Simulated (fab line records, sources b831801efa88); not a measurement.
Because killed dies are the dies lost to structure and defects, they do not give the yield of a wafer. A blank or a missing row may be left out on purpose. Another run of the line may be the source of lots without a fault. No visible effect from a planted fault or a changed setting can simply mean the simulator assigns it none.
fab line records	flow sfq-line
record lots=14	wafers=42	last-day=84
route steps=325 shown M0@40 JJ@194 A5B@211
lots untouched by any fault: they come from a run of this same line in which no faults occurred
start-h: hours from the record's first day to the start of the lot's first wafer shown	wait-h: how many hours have passed since the lot's step before this one	" the same as in the row above	L1.1+2: a single row standing in for several wafers	- no value present, or no start provided	* or withheld: withheld	< > ~ a bound
route shown NAME@n: NAME is a module with steps in the file, n the number in the route of the first one	usual: mean/standard deviation of fault-free wafers	same: alike in all rows	chamber/n: place in a boat	sites: each site's reading	_std_site: the values' standard deviation	_edge_site: the outer-site mean with the inner-site mean subtracted	radius-mm: for every site, how far away it sits from the centre of the wafer	mask NAME#n: copy n	behind: the tool/chamber that last shaped the wafer	hold: why the lot went on hold/how many hours it stayed there/how the hold came to an end	device: names the non-switching transistor (n, p or np)	end of line: at the end of the route, the tests of the same wafers	a step without rows: its recipe alone	killed: at the first sort, the dies lost to defects and structure; wafer yield is something else	map: shows each die of a wafer: x if killed, . if not, _ if none is there
set.NAME: the setting as run; set.NAME@STEP: as run at that earlier step	model.NAME: the simulator's own value behind a step, which no gauge read
the route's steps for a sample of lots (tables are steps, rows are wafers)
services: when a tool's chamber went out of use (start-h, in hours from the record's first day, below 0 if earlier), for how many hours, and the reason
## steps
# step SFQ_TRILAYER_M0_ETCH_METAL_ETCH_024
# recipe target=Nb	stop-on=SiO2	mask-material=PR	chemistry=Cl2/Ar	target-depth-nm=240	icp-w=600	bias-w=80	pressure-mtorr=10	time-s=120
# usual chamber-pressure-mTorr=10.000/0.0093	drypump-motor-current-A=5.6/0.46	oes-product-au=0.894/0.0058	rf-fwd-power-W=597.4/1.8
lot.wafer	tool	chamber	start-h	wait-h	chamber-pressure-mTorr	drypump-motor-current-A	oes-product-au	rf-fwd-power-W	rf-hours-counter-h
L740.1	rie-metal-04	1	166.41	0.0	9.991	5.7	0.891	596.7	188
L740.2	"	0	"	"	10.000	6.1	0.897	597.8	13
L740.5	"	1	"	"	9.998	5.7	0.896	598.3	-
L741.2	rie-metal-02	1	173.61	0.0	9.992	5.4	0.898	599.6	183
L741.3	"	1	"	"	10.008	5.4	0.900	599.5	-
L741.4	"	0	"	"	9.993	4.7	0.896	595.0	-
L742.4	rie-metal-02	0	178.65	0.1	10.010	4.7	0.889	597.5	-
L742.5	"	1	"	"	9.997	5.4	0.883	599.1	-
L742.6	"	0	"	"	9.995	4.7	0.892	597.3	-
L743.2	rie-metal-04	1	182.21	0.0	9.991	5.7	0.896	595.4	191
L743.4	"	1	"	"	10.002	5.6	0.896	595.5	-
L743.5	"	1	"	"	9.993	5.7	0.886	593.7	-
L744.3	rie-metal-02	0	186.88	0.1	10.000	4.7	0.884	595.1	-
L744.5	"	1	"	"	9.999	5.4	0.888	599.6	-
L744.6	"	0	"	"	9.989	4.7	0.888	597.7	-
L748.2	rie-metal-01	0	212.03	0.0	10.027	5.9	0.892	598.2	177
L748.5	"	0	"	"	10.001	5.9	0.900	595.7	-
L748.6	"	1	"	"	10.000	5.5	0.889	599.9	-
L752.1	rie-metal-04	0	243.29	0.1	10.001	6.2	0.899	696.9	30
L752.2	"	0	"	"	9.990	6.1	0.902	691.2	-
L752.4	"	0	"	"	10.011	6.1	0.903	692.4	-
L753.3	rie-metal-01	0	250.48	0.1	9.996	5.9	0.901	598.2	-
L753.4	"	1	"	"	9.989	5.5	0.896	597.8	-
L753.6	"	1	"	"	10.003	5.5	0.897	596.7	-
L754.1	rie-metal-04	0	252.93	0.1	9.998	6.1	0.903	693.2	33
L754.3	"	0	"	"	9.992	6.1	0.895	690.6	-
L754.5	"	0	"	"	10.003	6.1	0.896	693.5	-
L756.3	rie-metal-01	0	266.83	0.1	9.998	5.9	0.887	599.6	-
L756.4	"	1	"	"	9.994	5.5	0.894	596.7	-
L756.6	"	1	"	"	10.016	5.5	0.905	598.8	-
L757.4	rie-metal-01	0	271.63	0.1	9.973	5.9	0.892	599.4	-
L757.5	"	1	"	"	10.025	5.5	0.899	599.0	-
L757.6	"	0	"	"	10.010	5.9	0.884	600.3	-
L758.1	rie-metal-01	0	276.38	0.0	9.995	5.9	0.896	594.8	191
L758.5	"	0	"	"	9.985	5.9	0.892	599.0	-
L758.6	"	1	"	"	9.994	5.5	0.891	599.3	-
L760.2	rie-metal-02	0	287.18	0.0	10.012	4.7	0.890	594.3	8
L760.3	"	0	"	"	10.000	4.7	0.903	596.5	-
L760.5	"	0	"	"	10.002	4.7	0.889	597.6	-
L761.1	rie-metal-01	1	290.84	0.1	10.015	5.5	0.891	599.0	149
L761.4	"	1	"	"	9.993	5.5	0.899	601.4	-
L761.5	"	1	"	"	10.012	5.5	0.895	600.2	-
# step SFQ_TRILAYER_JJ_CE_ETCH_RIE_118
# recipe target=Nb	stop-on=Al2O3	mask-material=PR	taper-deg=13.257	over-etch-frac=0.15	time-s=97.7	chemistry=SF6	target-depth-nm=170	icp-w=600	bias-w=80	pressure-mtorr=9.727
# usual chamber-pressure-mTorr=9.728/0.009	drypump-motor-current-A=5.4/0.4	oes-product-au=0.991/0.0069
lot.wafer	tool	chamber	start-h	wait-h	chamber-pressure-mTorr	drypump-motor-current-A	oes-product-au	rf-hours-counter-h
L740.1	rie-metal-03	1	1000.18	0.1	9.730	5.3	0.998	30
L740.2	"	0	"	"	9.733	5.5	0.996	94
L740.5	"	1	"	"	9.722	5.3	0.990	-
L741.2	rie-metal-02	0	1009.62	0.2	9.734	4.7	0.987	-
L741.3	"	0	"	"	9.734	4.7	0.989	-
L741.4	"	0	"	"	9.720	4.7	0.984	-
L742.4	rie-metal-03	0	1015.52	0.1	9.733	5.5	0.988	-
L742.5	"	0	"	"	9.737	5.5	0.998	-
L742.6	"	1	"	"	9.727	5.3	0.996	-
L743.2	rie-metal-02	1	1020.42	0.2	9.729	5.4	0.986	-
L743.4	"	1	"	"	9.710	5.4	0.998	-
L743.5	"	1	"	"	9.722	5.4	0.982	-
L744.3	rie-metal-04	1	1031.12	0.1	9.733	5.7	0.984	-
L744.5	"	0	"	"	9.721	6.1	0.991	-
L744.6	"	1	"	"	9.713	5.6	0.986	-
L748.2	rie-metal-03	1	1115.75	0.1	9.723	5.3	0.985	45
L748.5	"	1	"	"	9.739	5.3	0.990	-
L748.6	"	0	"	"	9.724	5.5	0.990	-
L752.1	rie-metal-04	1	1155.35	0.1	9.719	5.7	0.987	165
L752.2	"	0	"	"	9.729	6.1	0.992	12
L752.4	"	1	"	"	9.726	5.7	0.988	-
L753.3	rie-metal-04	0	1156.71	0.1	9.718	6.1	1.003	-
L753.4	"	1	"	"	9.733	5.7	0.995	-
L753.6	"	1	"	"	9.723	5.7	0.999	-
L754.1	rie-metal-02	0	1341.15	0.1	9.736	4.7	0.989	10
L754.3	"	0	"	"	9.734	4.7	0.989	-
L754.5	"	1	"	"	9.723	5.4	0.984	-
L756.3	rie-metal-04	0	1360.39	0.1	9.733	6.1	0.994	-
L756.4	"	1	"	"	9.738	5.7	0.999	-
L756.6	"	1	"	"	9.728	5.7	0.989	-
L757.4	rie-metal-03	0	1369.99	0.1	9.723	5.5	0.995	-
L757.5	"	1	"	"	9.723	5.3	0.992	-
L757.6	"	0	"	"	9.715	5.5	0.993	-
L758.1	rie-metal-03	0	1379.12	0.1	9.727	5.5	0.984	136
L758.5	"	1	"	"	9.742	5.3	0.987	-
L758.6	"	0	"	"	9.731	5.5	0.985	-
L760.2	rie-metal-02	1	1399.52	0.1	9.727	5.4	0.977	23
L760.3	"	1	"	"	9.715	5.4	0.985	-
L760.5	"	1	"	"	9.714	5.4	0.978	-
L761.1	rie-metal-02	0	1400.72	0.1	9.725	4.7	0.991	19
L761.4	"	1	"	"	9.726	5.4	0.982	-
L761.5	"	1	"	"	9.739	5.4	0.976	-
# step SFQ_TRILAYER_A5B_METRO_MEASURE_131
# usual thk-nm=342/4.8
lot.wafer	tool	chamber	start-h	wait-h	thk-nm
L740.1	film-metro-01	-	1153.05	1.0	344
L740.2	"	-	"	"	342
L740.5	"	-	"	"	348
L741.2	film-metro-04	-	1164.80	1.7	354
L741.3	"	-	"	"	343
L741.4	"	-	"	"	345
L742.4	film-metro-01	-	1173.02	1.6	345
L742.5	"	-	"	"	341
L742.6	"	-	"	"	341
L743.2	film-metro-02	-	1176.90	2.7	345
L743.4	"	-	"	"	337
L743.5	"	-	"	"	340
L744.3	film-metro-01	-	1180.18	2.9	345
L744.5	"	-	"	"	346
L744.6	"	-	"	"	346
L748.2	film-metro-02	-	1253.85	1.7	336
L748.5	"	-	"	"	346
L748.6	"	-	"	"	338
L752.1	film-metro-02	-	1290.58	1.5	343
L752.2	"	-	"	"	342
L752.4	"	-	"	"	346
L753.3	film-metro-04	-	1292.10	1.9	345
L753.4	"	-	"	"	351
L753.6	"	-	"	"	351
L754.1	film-metro-02	-	1349.30	1.5	339
L754.3	"	-	"	"	338
L754.5	"	-	"	"	339
L756.3	film-metro-01	-	1371.30	2.9	340
L756.4	"	-	"	"	330
L756.6	"	-	"	"	330
L757.4	film-metro-02	-	1398.50	3.1	348
L757.5	"	-	"	"	346
L757.6	"	-	"	"	342
L758.1	film-metro-02	-	1400.90	1.5	344
L758.5	"	-	"	"	337
L758.6	"	-	"	"	345
L760.2	film-metro-04	-	1415.27	1.2	336
L760.3	"	-	"	"	340
L760.5	"	-	"	"	337
L761.1	film-metro-02	-	1415.90	2.0	339
L761.4	"	-	"	"	348
L761.5	"	-	"	"	338
## services
tool	chamber	start-h	hours	kind
rie-metal-02	1	161.31	9.9	repair
film-metro-02	-	181.21	2.0	pm
film-metro-02	-	232.56	2.1	pm
rie-metal-02	-	250.08	14.6	pm
rie-metal-02	-	264.68	2.8	pm
rie-metal-04	-	357.87	6.5	repair
film-metro-02	-	361.81	0.5	pm
rie-metal-02	-	428.97	1.4	pm
rie-metal-02	-	473.13	0.7	repair
rie-metal-02	1	488.01	18.6	repair
rie-metal-02	1	508.26	26.4	repair
rie-metal-04	-	552.34	2.8	pm
rie-metal-02	-	582.54	28.1	pm
rie-metal-02	-	713.91	0.3	repair
rie-metal-02	0	716.19	27.8	repair
rie-metal-02	-	883.65	1.2	repair
rie-metal-02	1	1002.11	15.7	repair
rie-metal-02	0	1011.13	20.4	repair
rie-metal-04	-	1020.17	1.4	repair
rie-metal-04	0	1137.44	3.5	repair
rie-metal-02	1	1181.51	7.3	repair
rie-metal-02	0	1205.91	9.3	repair
rie-metal-02	1	1268.05	2.7	repair
rie-metal-02	-	1363.37	2.8	pm
## key
first-sign step=SFQ_TRILAYER_M0_ETCH_METAL_ETCH_024	reading=rf-fwd-power-W	direction=up	sigmas=52	usual=597.4	struck=693.0
effect none on later readings
met-at SFQ_TRILAYER_M0_ETCH_METAL_ETCH_024
struck-lots L752,L754
not-acting-at SFQ_TRILAYER_JJ_CE_ETCH_RIE_118,SFQ_TRILAYER_A5B_METRO_MEASURE_131
onset-between 182.21 243.29
fault kind=process-parameter-drift	tool=rie-metal-04	chamber=-	onset-h=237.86	steps=SFQ_TRILAYER_M0_ETCH_METAL_ETCH_024	channel=icp-w	offset=96	shape=step	end-h=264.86	acts-in=these-recipes-only	stated=600
